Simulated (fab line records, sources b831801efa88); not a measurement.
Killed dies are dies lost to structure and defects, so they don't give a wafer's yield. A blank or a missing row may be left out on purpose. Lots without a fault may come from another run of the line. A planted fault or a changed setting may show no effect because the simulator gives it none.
fab line records | flow sky130
record lots=6 wafers=18 last_day=50
route steps=708 shown VIA3@591 METAL4@598 CAP2M@603 PAD_OPEN@708
lots that met no fault: from a run of the same line without faults
start_h: hours from the record's first day to the start of the lot's first wafer shown | wait_h: hours since the lot's step before | " the same as in the row above | L1.1+2: a row that stands for several wafers | - no value, or no start given | * or withheld: withheld | < > ~ a bound
route shown NAME@n: a module of which the file shows steps, and the number in the route of the first | usual: mean/standard deviation of fault-free wafers | same: alike in all rows | chamber/n: place in a boat | sites: the reading at each site | _std_site: their standard deviation | _edge_site: outer sites' mean less inner sites' | radius_mm: how far each site lies from the wafer's centre | mask NAME#n: copy n | behind: the tool/chamber that last shaped the wafer | hold: why the lot was held/for how many hours/how that ended | device: the transistor (n, p or np) that didn't switch | end of line: the same wafers' tests at the end of the route | a step without rows: its recipe alone | killed: dies lost to structure and defects at the first sort, not the wafer's yield | map: a wafer's dies, x killed, . not, _ none there
set.NAME: the setting as run; set.NAME@STEP: as run at that earlier step | model.NAME: the simulator's own value behind a step, which no gauge read
lots at some steps of the route; a table a step, a row a wafer
services: from which hour (start_h, from the record's first day; less than 0 if before it) a tool's chamber was out of use, for how many hours, and why
## steps
# step SKY_VIA3_CLEAN_18
# recipe chemistry=IPA time_s=180 temp_c=25
# step SKY_VIA3_CLEAN_19
# recipe chemistry=O3/DIW dry=n2_spin
# step SKY_VIA3_SPUTTER_20
# recipe material=TiN target_thk_nm=20 chamber_pressure_pa=5 power_w=4000 time_s=80
# step SKY_VIA3_CVD_21
# recipe material=W target_thk_nm=390 time_s=117.31 temp_c=400 pressure_torr=40
# usual heater_power_w=758/78
# columns lot.wafer tool chamber start_h wait_h heater_power_w
L493.1 cvd_w-02 0 944.96 0.0 681
L493.2 " 1 " " 823
L493.4 " 1 " " 805
L496.4 cvd_w-01 0 972.60 0.1 843
L496.5 " 0 " " 840
L496.6 " 1 " " 678
L504.1 cvd_w-01 1 1025.70 0.0 706
L504.3 " 1 " " 686
L504.4 " 0 " " 841
L506.1 cvd_w-02 1 1031.75 0.0 816
L506.3 " 0 " " 690
L506.4 " 1 " " 831
L511.1 cvd_w-02 0 1070.06 0.0 695
L511.5 " 1 " " 822
L511.6 " 0 " " 676
L514.3 cvd_w-01 0 1084.66 0.1 856
L514.4 " 1 " " 694
L514.6 " 0 " " 840
# step SKY_VIA3_RS_MEAS_22
# recipe thk_meas_gauge=four-point-probe reads=W_of_VIA3_CVD_21+TiN_of_VIA3_SPUTTER_20
# usual VIA3_W_RS=0.296/0.0036
# columns lot.wafer tool chamber start_h wait_h VIA3_W_RS[ohm/sq]
L493.1 film_metro-03 - 945.09 0.1 0.290
L493.2 " - " " 0.292
L493.4 " - " " 0.292
L496.4 film_metro-03 - 972.74 0.1 0.293
L496.5 " - " " 0.291
L496.6 " - " " 0.294
L504.1 film_metro-04 - 1025.82 0.1 0.298
L504.3 " - " " 0.295
L504.4 " - " " 0.295
L506.1 film_metro-04 - 1031.87 0.1 0.292
L506.3 " - " " 0.296
L506.4 " - " " 0.292
L511.1 film_metro-04 - 1070.18 0.1 0.293
L511.5 " - " " 0.300
L511.6 " - " " 0.295
L514.3 film_metro-03 - 1084.78 0.1 0.298
L514.4 " - " " 0.303
L514.6 " - " " 0.295
# step SKY_VIA3_THK_MEAS_23
# recipe thk_meas_gauge=xrf reads=W_of_VIA3_CVD_21
# usual VIA3_W_THK=386/5.9
# columns lot.wafer tool chamber start_h wait_h VIA3_W_THK[nm]
L493.1 film_metro-03 - 945.21 0.1 394
L493.2 " - " " 396
L493.4 " - " " 392
L496.4 film_metro-03 - 972.83 0.1 399
L496.5 " - " " 404
L496.6 " - " " 391
L504.1 film_metro-04 - 1025.94 0.1 380
L504.3 " - " " 386
L504.4 " - " " 386
L506.1 film_metro-04 - 1031.99 0.1 385
L506.3 " - " " 380
L506.4 " - " " 386
L511.1 film_metro-04 - 1070.30 0.1 385
L511.5 " - " " 374
L511.6 " - " " 382
L514.3 film_metro-03 - 1084.88 0.1 390
L514.4 " - " " 384
L514.6 " - " " 390
# step SKY_VIA3_CMP_24
# recipe stop_on=SiO2 t_overpolish_s=20 down_force_psi=3.5 platen_rpm=60 target_thk_nm=0 pad_velocity_m_s=0.94248
# step SKY_METAL4_SPUTTER_00
# recipe material=Ti target_thk_nm=15 power_w=3000 time_s=10 chamber_pressure_pa=0.4
# step SKY_METAL4_SPUTTER_01
# recipe material=TiN target_thk_nm=20 power_w=6500 time_s=16.7 chamber_pressure_pa=0.4
# step SKY_METAL4_SPUTTER_02
# recipe material=AlCu target_thk_nm=735 power_w=10600 time_s=39.1 chamber_pressure_pa=0.4
# step SKY_METAL4_SPUTTER_03
# recipe material=Ti target_thk_nm=5 power_w=3000 time_s=3.3 chamber_pressure_pa=0.4
# usual throttle_valve_pct=30.3/0.61
# columns lot.wafer tool chamber start_h wait_h throttle_valve_pct
L493.1 pvd_sputter-02 - 945.65 0.0 30.4
L493.2 " - " " 30.0
L493.4 " - " " 30.8
L496.4 pvd_sputter-04 - 973.25 0.0 29.4
L496.5 " - " " 30.2
L496.6 " - " " 31.3
L504.1 pvd_sputter-04 - 1026.39 0.0 29.0
L504.3 " - " " 30.6
L504.4 " - " " 31.1
L506.1 pvd_sputter-02 - 1032.44 0.0 30.5
L506.3 " - " " 29.7
L506.4 " - " " 30.5
L511.1 pvd_sputter-04 - 1070.75 0.0 29.2
L511.5 " - " " 29.4
L511.6 " - " " 29.9
L514.3 pvd_sputter-04 - 1085.31 0.0 31.1
L514.4 " - " " 29.0
L514.6 " - " " 29.5
# step SKY_METAL4_SPUTTER_04
# recipe material=TiN target_thk_nm=70 power_w=6500 time_s=58.3 chamber_pressure_pa=0.4
# usual throttle_valve_pct=30.3/0.62
# columns lot.wafer tool chamber start_h wait_h throttle_valve_pct
L493.1 pvd_sputter-02 - 945.67 0.0 30.6
L493.2 " - " " 29.7
L493.4 " - " " 30.7
L496.4 pvd_sputter-04 - 973.29 0.0 29.2
L496.5 " - " " 30.0
L496.6 " - " " 31.2
L504.1 pvd_sputter-04 - 1026.41 0.0 29.4
L504.3 " - " " 30.7
L504.4 " - " " 31.4
L506.1 pvd_sputter-02 - 1032.46 0.0 30.6
L506.3 " - " " 29.8
L506.4 " - " " 30.5
L511.1 pvd_sputter-04 - 1070.77 0.0 29.3
L511.5 " - " " 29.3
L511.6 " - " " 29.9
L514.3 pvd_sputter-04 - 1085.33 0.0 31.4
L514.4 " - " " 29.4
L514.6 " - " " 29.7
# step SKY_CAP2M_CVD_00
# recipe material=SiO2 target_thk_nm=15.5 temp_c=400 time_s=withheld rf_w=450
# usual heater_power_w=743/130
# columns lot.wafer tool chamber start_h wait_h heater_power_w model.SiO2_of_CAP2M_CVD_00.thk_nm
L493.1 pecvd-02 0 945.72 0.0 752 15.37
L493.2 " 1 " " 636 15.5
L493.4 " 1 " " 629 15.86
L496.4 pecvd-04 2 973.32 0.0 826 15.51
L496.5 " 0 " " 887 15.79
L496.6 " 1 " " 708 15.69
L504.1 pecvd-04 0 1026.46 0.0 771 19.98
L504.3 " 2 " " 890 20.13
L504.4 " 2 " " 869 15.75
L506.1 pecvd-04 1 1032.50 0.0 731 20.8
L506.3 " 2 " " 929 20.59
L506.4 " 2 " " 909 16.15
L511.1 pecvd-01 1 1070.82 0.0 588 15.47
L511.5 " 2 " " 723 15.2
L511.6 " 0 " " 921 15.55
L514.3 pecvd-01 2 1085.38 0.0 817 15.17
L514.4 " 0 " " 922 15.19
L514.6 " 2 " " 839 15.41
# step SKY_CAP2M_THK_MEAS_01
# recipe reads=SiO2_of_CAP2M_CVD_00
# usual CAP2M_CVD_00_THK=15.51/0.24
# columns lot.wafer tool chamber start_h wait_h CAP2M_CVD_00_THK[nm]
L493.1 film_metro-01 - 945.74 - 15.38
L493.2 " - " " 15.53
L493.4 " - " " 15.90
L496.4 film_metro-01 - 973.36 - 15.49
L496.5 " - " " 15.79
L496.6 " - " " 15.70
L504.1 film_metro-01 - 1026.48 - 20.02
L504.3 " - " " 20.12
L504.4 " - " " 15.77
L506.1 film_metro-02 - 1032.53 - 20.84
L506.3 " - " " 20.60
L506.4 " - " " 16.12
L511.1 film_metro-01 - 1070.84 - 15.41
L511.5 " - " " 15.18
L511.6 " - " " 15.55
L514.3 film_metro-04 - 1085.42 - 15.16
L514.4 " - " " 15.20
L514.6 " - " " 15.39
# step SKY_CAP2M_SPUTTER_02
# recipe material=TiN target_thk_nm=200 temp_c=300 power_w=6500 time_s=166.7 chamber_pressure_pa=0.4
# step SKY_CAP2M_RS_MEAS_03
# recipe thk_meas_gauge=four-point-probe reads=TiN_of_CAP2M_SPUTTER_02
# usual CAP2M_TIN_RS=6.92/0.079
# columns lot.wafer tool chamber start_h wait_h CAP2M_TIN_RS[ohm/sq]
L493.1 film_metro-04 - 945.91 0.1 6.95
L493.2 " - " " 6.85
L493.4 " - " " 6.88
L496.4 film_metro-04 - 973.56 0.1 6.93
L496.5 " - " " 6.86
L496.6 " - " " 6.91
L504.1 film_metro-02 - 1026.65 0.1 6.99
L504.3 " - " " 7.04
L504.4 " - " " 7.01
L506.1 film_metro-04 - 1032.70 0.1 6.87
L506.3 " - " " 6.96
L506.4 " - " " 6.97
L511.1 film_metro-04 - 1071.01 0.1 6.86
L511.5 " - " " 6.94
L511.6 " - " " 6.87
L514.3 film_metro-02 - 1085.61 0.1 6.84
L514.4 " - " " 6.86
L514.6 " - " " 6.89
# step SKY_CAP2M_THK_MEAS_04
# recipe thk_meas_gauge=xrf reads=TiN_of_CAP2M_SPUTTER_02
# usual CAP2M_TIN_THK=196.6/2.4
# columns lot.wafer tool chamber start_h wait_h CAP2M_TIN_THK[nm]
L493.1 film_metro-04 - 946.03 0.1 195.6
L493.2 " - " " 197.9
L493.4 " - " " 197.7
L496.4 film_metro-04 - 973.65 0.1 195.9
L496.5 " - " " 197.9
L496.6 " - " " 197.1
L504.1 film_metro-02 - 1026.77 0.1 193.1
L504.3 " - " " 192.7
L504.4 " - " " 193.6
L506.1 film_metro-04 - 1032.82 0.1 198.3
L506.3 " - " " 196.6
L506.4 " - " " 196.4
L511.1 film_metro-04 - 1071.13 0.1 198.2
L511.5 " - " " 196.0
L511.6 " - " " 198.8
L514.3 film_metro-02 - 1085.71 0.1 197.7
L514.4 " - " " 199.8
L514.6 " - " " 196.7
# step SKY_CAP2M_DEHYDRATE_05
# recipe temp_c=200 time_s=60
# step SKY_CAP2M_HMDS_06
# recipe prime_time_s=60 prime_temp_c=120
# step SKY_CAP2M_COAT_07
# recipe resist=NOVOLAK spin_rpm=3000 resist_thk_nm=1140
# step SKY_CAP2M_SOFTBAKE_08
# recipe temp_c=90 time_s=60 resist=NOVOLAK
# step SKY_CAP2M_EXPOSE_09
# recipe mask_id=CAP2M na=0.6 source_shape=conventional sigma_outer=0.6 polarization=unpolarized target_cd_nm=1000 dose_mj=159
# step SKY_CAP2M_PEB_10
# recipe temp_c=withheld time_s=* resist=NOVOLAK
# step SKY_CAP2M_DEVELOP_11
# recipe resist=NOVOLAK developer=TMAH develop_time_s=60 dev_temp_c=23
# step SKY_CAP2M_OVL_MEAS_12
# usual CAP2M_OVL=0.8/1.5
# columns lot.wafer tool chamber start_h wait_h CAP2M_OVL[nm]
L493.1 overlay-02 - 969.26 0.1 1.9
L493.2 " - " " 0.8
L493.4 " - " " 1.9
L496.4 overlay-01 - 996.55 0.1 0.1
L496.5 " - " " 2.5
L496.6 " - " " 1.5
L504.1 overlay-02 - 1048.66 0.1 0.6
L504.3 " - " " 0.6
L504.4 " - " " 0.9
L506.1 overlay-01 - 1053.76 0.1 0.7
L506.3 " - " " -1.5
L506.4 " - " " 2.4
L511.1 overlay-02 - 1091.66 0.1 2.4
L511.5 " - " " 0.9
L511.6 " - " " -0.1
L514.3 overlay-01 - 1105.42 0.1 2.8
L514.4 " - " " 2.0
L514.6 " - " " 2.2
# step SKY_CAP2M_METAL_ETCH_13
# recipe target_depth_nm=220 stop_on=SiO2 chemistry=Cl2/BCl3 target=TiN pressure_mtorr=10 icp_w=900 bias_w=48.5 Cl2_flow_sccm=60 bcl3_flow_sccm=30 time_s=62.9
# step SKY_CAP2M_STRIP_14
# recipe chemistry=O2/N2 power_w=1400 pressure_mtorr=1500 platen_temp_c=withheld o2_flow_sccm=3000 n2_flow_sccm=300 overash_fraction=0.5
# step SKY_CAP2M_STRIP_15
# recipe chemistry=post_etch_residue_remover time_s=1200 temp_c=72.5
# step SKY_CAP2M_CLEAN_16
# recipe chemistry=IPA time_s=180 temp_c=25
# step SKY_CAP2M_CLEAN_17
# recipe chemistry=O3/DIW dry=n2_spin
# step SKY_METAL4_DEHYDRATE_05
# recipe temp_c=200 time_s=60
# step SKY_METAL4_HMDS_06
# recipe prime_time_s=60 prime_temp_c=120
# step SKY_METAL4_COAT_07
# recipe resist=BARC temp_c=withheld time_s=withheld spin_rpm=3000 resist_thk_nm=60
# step SKY_METAL4_COAT_08
# recipe resist=KrF-thick spin_rpm=3000 resist_thk_nm=1140
# step SKY_METAL4_SOFTBAKE_09
# recipe temp_c=100 time_s=90 resist=KrF-thick
# step SKY_METAL4_EXPOSE_10
# recipe mask_id=MM4 na=0.68 source_shape=annular sigma_inner=0.4 sigma_outer=0.8 target_cd_nm=300 dose_mj=28
# step SKY_METAL4_PEB_11
# recipe peb_temp_c=withheld peb_time_s=withheld resist=KrF-thick
# step SKY_METAL4_DEVELOP_12
# recipe develop_time_s=60 resist=KrF-thick dev_temp_c=21
# step SKY_METAL4_CD_MEAS_13
# recipe target_cd_nm=300
# usual cd_nm=299.4/1.3
# columns lot.wafer tool chamber start_h wait_h cd_nm
L493.1 cd_sem-02 - 993.68 - 299.2
L493.2 " - " " 297.7
L493.4 " - " " 298.6
L496.4 cd_sem-02 - 1020.69 - 300.1
L496.5 " - " " 300.7
L496.6 " - " " 299.1
L504.1 cd_sem-01 - 1071.41 - 298.3
L504.3 " - " " 298.8
L504.4 " - " " 296.9
L506.1 cd_sem-02 - 1075.38 - 299.1
L506.3 " - " " 299.7
L506.4 " - " " 300.1
L511.1 cd_sem-01 - 1112.51 - 297.4
L511.5 " - " " 298.9
L511.6 " - " " 300.2
L514.3 cd_sem-01 - 1125.34 - 300.8
L514.4 " - " " 300.1
L514.6 " - " " 299.5
# step SKY_METAL4_OVL_MEAS_14
# usual METAL4_OVL=-2/6
# columns lot.wafer tool chamber start_h wait_h METAL4_OVL[nm]
L493.1 overlay-01 - 993.80 0.1 6
L493.2 " - " " -3
L493.4 " - " " -9
L496.4 overlay-02 - 1020.77 0.1 -5
L496.5 " - " " -2
L496.6 " - " " 2
L504.1 overlay-02 - 1071.53 0.1 11
L504.3 " - " " 5
L504.4 " - " " 1
L506.1 overlay-02 - 1075.50 0.1 0
L506.3 " - " " -2
L506.4 " - " " -2
L511.1 overlay-02 - 1112.63 0.1 4
L511.5 " - " " 4
L511.6 " - " " -2
L514.3 overlay-01 - 1125.44 0.1 -5
L514.4 " - " " 1
L514.6 " - " " 6
# step SKY_METAL4_DESCUM_15
# recipe chemistry=O2 source_power_w=150 bias_power_w=0 pressure_mtorr=10 temp_c=40 time_s=8
# usual drypump_motor_current_A=5.6/0.34 oes_product_au=0.996/0.01
# same bias_power_w=0
# columns lot.wafer tool chamber start_h wait_h drypump_motor_current_A oes_product_au rf_hours_counter_h
L493.1 rie_metal-02 1 993.84 0.0 6.0 0.994 12
L493.2 " 0 " " 5.9 0.992 16
L493.4 " 0 " " 5.9 0.972 -
L496.4 rie_metal-01 1 1020.80 0.0 5.0 0.990 -
L496.5 " 1 " " 4.9 0.992 -
L496.6 " 0 " " 5.3 0.988 -
L504.1 rie_metal-02 0 1071.57 0.0 5.9 0.976 21
L504.3 " 0 " " 5.9 0.974 -
L504.4 " 1 " " 6.0 0.988 -
L506.1 rie_metal-02 0 1075.54 0.0 5.9 0.984 22
L506.3 " 0 " " 5.9 0.985 -
L506.4 " 1 " " 6.0 1.004 -
L511.1 rie_metal-02 1 1112.67 0.0 6.0 0.991 20
L511.5 " 1 " " 6.0 1.004 -
L511.6 " 0 " " 5.9 0.993 -
L514.3 rie_metal-02 1 1125.47 0.0 6.0 0.996 -
L514.4 " 0 " " 5.9 0.989 -
L514.6 " 1 " " 6.0 0.996 -
# step SKY_METAL4_ETCH_16
# recipe chemistry=N2/H2 target=BARC ion_energy_ev=200 bias_w=100 pressure_mtorr=30 n2_flow_sccm=100 h2_flow_sccm=200 icp_w=500 stop_on=SiO2 time_s=88.2 target_depth_a=600
# usual drypump_motor_current_A=5.7/0.33 oes_product_au=0.626/0.005 throttle_valve_pct=13.205/0.0091
# columns lot.wafer tool chamber start_h wait_h drypump_motor_current_A oes_product_au rf_hours_counter_h throttle_valve_pct
L493.1 rie_metal-02 1 993.87 0.0 6.0 0.626 12 13.219
L493.2 " 0 " " 5.9 0.635 16 13.200
L493.4 " 0 " " 5.9 0.622 - 13.194
L496.4 rie_metal-01 1 1020.85 0.0 5.0 0.621 - 13.201
L496.5 " 1 " " 5.0 0.634 - 13.192
L496.6 " 0 " " 5.3 0.627 - 13.207
L504.1 rie_metal-02 0 1071.60 0.0 5.9 0.624 21 13.208
L504.3 " 0 " " 5.8 0.624 - 13.188
L504.4 " 1 " " 6.0 0.618 - 13.201
L506.1 rie_metal-02 0 1075.57 0.0 5.9 0.623 22 13.209
L506.3 " 0 " " 5.9 0.632 - 13.197
L506.4 " 1 " " 6.0 0.633 - 13.204
L511.1 rie_metal-02 1 1112.70 0.0 6.0 0.620 20 13.205
L511.5 " 1 " " 6.0 0.638 - 13.199
L511.6 " 0 " " 5.9 0.630 - 13.206
L514.3 rie_metal-02 1 1125.53 0.0 6.0 0.621 - 13.209
L514.4 " 0 " " 5.9 0.627 - 13.193
L514.6 " 1 " " 6.0 0.624 - 13.222
# step SKY_METAL4_ETCH_17
# recipe target=SiO2 stop_on=TiN chemistry=C4F8/O2/Ar source_w=1500 bias_w=1200 pressure_mtorr=40 c4f8_flow_sccm=withheld O2_flow_sccm=6 Ar_flow_sccm=300 time_s=3.9 target_depth_a=150
# usual oes_product_au=0.755/0.007
# columns lot.wafer tool chamber start_h wait_h oes_product_au rf_hours_counter_h model.etch.depth_nm
L493.1 rie_diel-03 1 993.97 0.1 0.750 1 15.37
L493.2 " 0 " " 0.756 10 15.5
L493.4 " 3 " " 0.772 12 15.86
L496.4 rie_diel-01 3 1020.93 0.0 0.751 - 15.51
L496.5 " 2 " " 0.769 - 15.79
L496.6 " 0 " " 0.751 - 15.69
L504.1 rie_diel-01 2 1071.70 0.1 0.857 29 19.98
L504.3 " 0 " " 0.860 20 20.13
L504.4 " 1 " " 0.765 2 15.75
L506.1 rie_diel-01 3 1075.67 0.1 0.887 21 20.8
L506.3 " 2 " " 0.878 29 20.59
L506.4 " 1 " " 0.769 2 16.15
L511.1 rie_diel-04 2 1112.80 0.1 0.753 14 15.47
L511.5 " 2 " " 0.748 - 15.2
L511.6 " 1 " " 0.758 - 15.55
L514.3 rie_diel-01 3 1125.59 0.0 0.747 22 15.17
L514.4 " 2 " " 0.746 31 15.19
L514.6 " 1 " " 0.765 - 15.41
# step SKY_PAD_OPEN_PROBE_99
# usual defect_limited_yield=82.8/2.1 killed_at_M0_to_M3=43/7.7 killed_at_M4_up=3.1/1.7 killed_at_contacts=23/4.8 killed_at_front_end=15/4.5 killed_at_other=0.3/0.58 killed_dies=85/10 killed_open=46/7.5 killed_short=38/6.5
# same gross_dies=492 killed_at_back_side=0
# columns lot.wafer tool chamber start_h wait_h defect_limited_yield[%] killed_at_M0_to_M3 killed_at_M4_up killed_at_contacts killed_at_front_end killed_at_other killed_dies killed_open killed_short model.etest.tester.sort_n_pass model.etest.tester.sort_yield_pct model.etest.tester.sort_bin_5_pct model.etest.cap_mim2.bv_v model.etest.cap_mim2.leak_log10_a_cm2 model.etest.cap_mim2.c_ff_um2 model.etest.tester.sort_bin_8_pct
L493.1 prober-01 - 1087.69 0.1 84.1 42 5 21 10 0 78 47 31 414 84.15 10.16 13.48 -8.899 2.358 0
L493.2 prober-01 - 1087.74 0.1 82.5 42 0 26 18 0 86 46 40 406 82.52 9.756 14.22 -9.11 2.34 0
L493.4 prober-01 - 1087.84 0.2 81.9 44 4 29 12 0 89 52 36 403 81.91 10.16 13.8 -9.195 2.284 0
L496.4 prober-02 - 1113.88 0.2 79.7 49 6 27 18 0 100 52 48 392 79.67 10.37 13.48 -9.039 2.334 0
L496.5 prober-02 - 1113.93 0.2 80.1 44 4 30 20 0 98 52 46 394 80.08 13.21 13.74 -9.21 2.282 0
L496.6 prober-02 - 1113.98 0.2 81.9 46 4 27 12 0 89 51 38 403 81.91 10.98 13.76 -9.097 2.322 0
L504.1 prober-01 - 1157.75 0.1 80.9 54 2 23 15 0 94 47 47 339 68.9 23.58 17.74 -9.776 1.812 0.0004145
L504.3 prober-01 - 1157.85 0.2 83.3 40 5 21 16 0 82 42 40 364 73.98 18.7 18.28 -9.998 1.813 0.001153
L504.4 prober-01 - 1157.90 0.2 82.9 48 4 17 15 0 84 50 34 408 82.93 9.553 13.95 -9.107 2.303 0
L506.1 prober-01 - 1159.63 0.1 81.7 46 1 21 22 0 90 51 39 168 34.15 56.5 19.02 -9.881 1.747 3.931e-07
L506.3 prober-01 - 1159.73 0.2 82.5 41 8 16 20 1 86 51 35 175 35.57 57.11 18.37 -10.06 1.743 4.349e-06
L506.4 prober-01 - 1159.78 0.2 85.4 31 3 23 15 0 72 42 30 420 85.37 8.333 13.99 -8.976 2.243 0
L511.1 prober-02 - 1191.08 0.1 80.5 50 0 22 23 1 96 51 45 396 80.49 11.59 13.57 -9.099 2.324 0
L511.5 prober-02 - 1191.28 0.2 81.1 54 5 26 8 0 93 46 46 399 81.1 10.37 13.77 -8.807 2.387 0
L511.6 prober-02 - 1191.33 0.2 82.1 43 5 22 18 0 88 48 40 404 82.11 9.146 13.68 -9.094 2.326 0
L514.3 prober-01 - 1199.30 0.2 85.0 39 2 22 11 0 74 32 38 418 84.96 8.537 13.11 -8.885 2.384 0
L514.4 prober-01 - 1199.35 0.2 83.5 34 3 28 15 1 81 47 31 411 83.54 10.57 13.34 -8.831 2.371 0
L514.6 prober-01 - 1199.45 0.2 81.7 42 1 27 20 0 90 54 34 402 81.71 11.38 14.01 -8.918 2.362 0
# killed by level:class
L493.1 VIA1:geometric_particle:open=11 LI_CONTACT:geometric_particle:open=7 CONTACT:geometric_particle:open=6 METAL2:geometric_particle:short=5 VIA3:geometric_particle:open=5 VIA2:geometric_particle:open=5 VIA1:geometric_particle:short=4 FIELD_ISO:geometric_particle:short=3
L493.2 CONTACT:geometric_particle:open=11 VIA1:geometric_particle:open=10 VIA1:geometric_particle:short=7 METAL2:geometric_particle:short=6 VIA3:geometric_particle:open=6 POLY_GATE:geometric_particle:open=5 LI_CONTACT:geometric_particle:open=5 CONTACT:geometric_particle:short=5
L493.4 CONTACT:geometric_particle:open=13 VIA1:geometric_particle:open=9 VIA2:geometric_particle:open=9 LI_CONTACT:geometric_particle:open=5 CONTACT:geometric_particle:short=5 METAL1:geometric_particle:short=5 VIA1:geometric_particle:short=5 VIA3:geometric_particle:short=5
L496.4 METAL2:geometric_particle:short=10 VIA1:geometric_particle:open=10 CONTACT:geometric_particle:open=9 FIELD_ISO:geometric_particle:short=8 LI_CONTACT:geometric_particle:open=8 VIA2:geometric_particle:open=7 CONTACT:geometric_particle:short=5 METAL1:geometric_particle:short=5
L496.5 CONTACT:geometric_particle:open=13 VIA1:geometric_particle:open=11 METAL2:geometric_particle:short=7 POLY_GATE:geometric_particle:short=6 LOCAL_INTERCONNECT:geometric_particle:short=6 VIA1:geometric_particle:short=6 CONTACT:geometric_particle:short=4 FIELD_ISO:geometric_particle:open=4
L496.6 VIA1:geometric_particle:open=11 CONTACT:geometric_particle:open=10 LI_CONTACT:geometric_particle:open=8 VIA3:geometric_particle:open=6 LI_CONTACT:geometric_particle:short=5 METAL1:geometric_particle:short=5 VIA1:geometric_particle:short=5 POLY_GATE:geometric_particle:open=4
L504.1 VIA1:geometric_particle:open=12 METAL1:geometric_particle:short=8 METAL2:geometric_particle:short=8 LI_CONTACT:geometric_particle:open=5 LOCAL_INTERCONNECT:geometric_particle:short=5 CONTACT:geometric_particle:open=5 METAL3:geometric_particle:short=5 VIA3:geometric_particle:open=5
L504.3 VIA1:geometric_particle:open=12 CONTACT:geometric_particle:open=6 METAL2:geometric_particle:short=6 VIA3:geometric_particle:open=6 LI_CONTACT:geometric_particle:open=5 LOCAL_INTERCONNECT:geometric_particle:short=5 FIELD_ISO:geometric_particle:open=4 POLY_GATE:geometric_particle:short=4
L504.4 VIA1:geometric_particle:open=15 CONTACT:geometric_particle:open=8 POLY_GATE:geometric_particle:open=5 LI_CONTACT:geometric_particle:open=5 METAL3:geometric_particle:short=5 METAL1:geometric_particle:short=5 METAL2:geometric_particle:short=5 FIELD_ISO:geometric_particle:open=4
L506.1 VIA1:geometric_particle:open=18 CONTACT:geometric_particle:open=7 VIA1:geometric_particle:short=7 FIELD_ISO:geometric_particle:open=6 POLY_GATE:geometric_particle:short=6 LI_CONTACT:geometric_particle:open=6 METAL2:geometric_particle:short=5 LOCAL_INTERCONNECT:geometric_particle:short=4
L506.3 VIA2:geometric_particle:open=9 VIA1:geometric_particle:open=8 VIA1:geometric_particle:short=8 LI_CONTACT:geometric_particle:open=8 METAL4:geometric_particle:short=6 FIELD_ISO:geometric_particle:short=5 FIELD_ISO:geometric_particle:open=5 VIA3:geometric_particle:open=5
L506.4 LI_CONTACT:geometric_particle:open=10 CONTACT:geometric_particle:open=7 VIA3:geometric_particle:open=6 VIA1:geometric_particle:open=5 POLY_GATE:geometric_particle:open=4 METAL1:geometric_particle:short=4 VIA1:geometric_particle:short=4 METAL2:geometric_particle:short=4
L511.1 VIA3:geometric_particle:open=10 VIA1:geometric_particle:open=10 FIELD_ISO:geometric_particle:short=8 CONTACT:geometric_particle:open=8 POLY_GATE:geometric_particle:short=6 METAL1:geometric_particle:short=5 LI_CONTACT:geometric_particle:short=5 VIA1:geometric_particle:short=5
L511.5 VIA1:geometric_particle:open=15 CONTACT:geometric_particle:open=12 METAL2:geometric_particle:short=8 VIA3:geometric_particle:open=8 LI_CONTACT:geometric_particle:short=7 METAL1:geometric_particle:short=6 CONTACT:geometric_particle:short=5 VIA1:geometric_particle:short=5
L511.6 METAL1:geometric_particle:short=10 CONTACT:geometric_particle:open=9 VIA1:geometric_particle:open=8 LI_CONTACT:geometric_particle:open=7 VIA2:geometric_particle:open=6 FIELD_ISO:geometric_particle:open=5 POLY_GATE:geometric_particle:open=5 POLY_GATE:geometric_particle:short=4
L514.3 VIA1:geometric_particle:open=10 METAL1:geometric_particle:short=8 LI_CONTACT:geometric_particle:open=6 METAL3:geometric_particle:short=5 CONTACT:geometric_particle:open=5 LOCAL_INTERCONNECT:geometric_particle:short=4 FIELD_ISO:geometric_particle:short=3 CONTACT:geometric_particle:short=3
L514.4 VIA1:geometric_particle:open=11 LI_CONTACT:geometric_particle:open=10 CONTACT:geometric_particle:open=9 METAL1:geometric_particle:short=6 LOCAL_INTERCONNECT:geometric_particle:short=5 FIELD_ISO:geometric_particle:open=4 FIELD_ISO:geometric_particle:short=3 VIA3:geometric_particle:short=3
L514.6 CONTACT:geometric_particle:open=11 VIA1:geometric_particle:open=10 FIELD_ISO:geometric_particle:open=8 LOCAL_INTERCONNECT:geometric_particle:short=6 METAL1:geometric_particle:short=6 VIA2:geometric_particle:open=6 FIELD_ISO:geometric_particle:short=5 CONTACT:geometric_particle:short=5
## services
# columns tool chamber start_h hours kind
rie_diel-04 2 931.10 8.4 repair
rie_diel-01 2 943.30 9.6 repair
rie_diel-01 0 947.26 8.4 repair
pecvd-01 2 948.15 4.6 repair
rie_diel-04 - 961.83 2.8 pm
pecvd-01 0 964.08 9.5 repair
rie_diel-04 - 968.13 4.3 pm
rie_metal-01 - 990.47 0.1 repair
cvd_w-02 - 997.82 4.3 pm
rie_diel-03 - 1002.20 2.8 pm
rie_diel-03 1 1008.56 5.7 repair
pecvd-01 2 1009.21 13.3 repair
pvd_sputter-04 - 1011.52 1.2 repair
pecvd-02 - 1020.39 0.8 repair
pecvd-02 - 1042.18 1.3 repair
rie_diel-01 0 1047.13 11.6 repair
rie_diel-03 3 1053.23 6.1 repair
rie_diel-04 1 1075.58 9.9 repair
pvd_sputter-04 - 1081.88 2.4 repair
pvd_sputter-04 - 1086.63 4.4 repair
rie_metal-02 1 1088.59 1.1 repair
pecvd-04 - 1099.34 2.8 pm
cvd_w-01 - 1109.06 2.1 repair
cvd_w-02 1 1120.68 7.9 repair
## key
first_sign step=SKY_CAP2M_THK_MEAS_01 reading=CAP2M_CVD_00_THK direction=up sigmas=20 usual=15.51 struck=20.40
effect step=SKY_METAL4_ETCH_17 reading=oes_product_au direction=up sigmas=16 usual=0.755 struck=0.870
model_effect step=SKY_CAP2M_CVD_00 value=SiO2_of_CAP2M_CVD_00.thk_nm without=15.58 struck=20.37
model_effect step=SKY_METAL4_ETCH_17 value=etch.depth_nm without=15.58 struck=20.37
model_effect step=SKY_PAD_OPEN_PROBE_99 value=etest.tester.sort_n_pass without=404 struck=261.5
met_at SKY_CAP2M_CVD_00
struck_wafers L504.1,L504.3,L506.1,L506.3
onset_between 973.32 1026.46
fault kind=process_parameter_drift tool=pecvd-04 chamber=- onset_h=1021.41 steps=SKY_CAP2M_CVD_00 channel=target_thk_nm offset=4.828 shape=step end_h=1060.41 scope=struck_wafers_only acts_in=these_recipes_only stated=15.5
